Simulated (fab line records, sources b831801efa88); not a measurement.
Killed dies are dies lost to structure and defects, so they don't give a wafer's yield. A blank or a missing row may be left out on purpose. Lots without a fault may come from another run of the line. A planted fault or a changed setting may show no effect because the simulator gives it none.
Chamber matching | flow gf180mcu | GF_V1_CMP_04 on cmp-02: 4 sister chambers
The step polishes SiO2. 8 wafers are shown with their chamber, then 6 later ones without.

WAFERS WITH THEIR CHAMBER
wafer  | chamber | motor_current_A (A) | time_to_endpoint_s (s)
L188.1 | 0       | 11.9                | 69
L188.2 | 1       | 12.8                | 78
L188.3 | 3       | 12.2                | 69
L190.2 | 1       | 12.5                | 83
L190.4 | 2       | 10.5                | 87
L190.6 | 0       | 11.8                | 89
L192.3 | 3       | 12.4                | 86
L192.4 | 2       | 10.3                | 87

WAFERS WITHOUT THEIR CHAMBER
wafer  | motor_current_A (A) | time_to_endpoint_s (s)
L192.6 | 10.5                | 97
L193.2 | 11.7                | 77
L193.3 | 10.8                | 77
L193.4 | 12.2                | 86
L197.3 | 11.7                | 79
L197.5 | 11.9                | 84

WHICH CHAMBER EACH WENT THROUGH
wafer  | from the rows above          | in truth
L192.6 | 2                            | 2
L193.2 | 0                            | 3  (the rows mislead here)
L193.3 | 2                            | 2
L193.4 | can't be placed: 3 or 0 or 1 | 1
L197.3 | 0                            | 0
L197.5 | 0                            | 0
Placed correctly: 4 of 6. Can't be placed from these rows: 1 (the true chamber is among the candidates in 1). Placed wrongly: 1.
How it was worked out, from the rows above alone: a wafer's distance from a chamber is the root of the sum, over the readings, of the square of ((its reading less the chamber's mean) divided by the reading's scatter). The wafer belongs to the nearest chamber; if the next one is less than 2 further off, it can't be placed. A chamber's mean is the mean of its shown wafers. The scatter: the root of (the sum of the squares of (reading less its chamber's mean) over the shown wafers, divided by (wafers less chambers)).
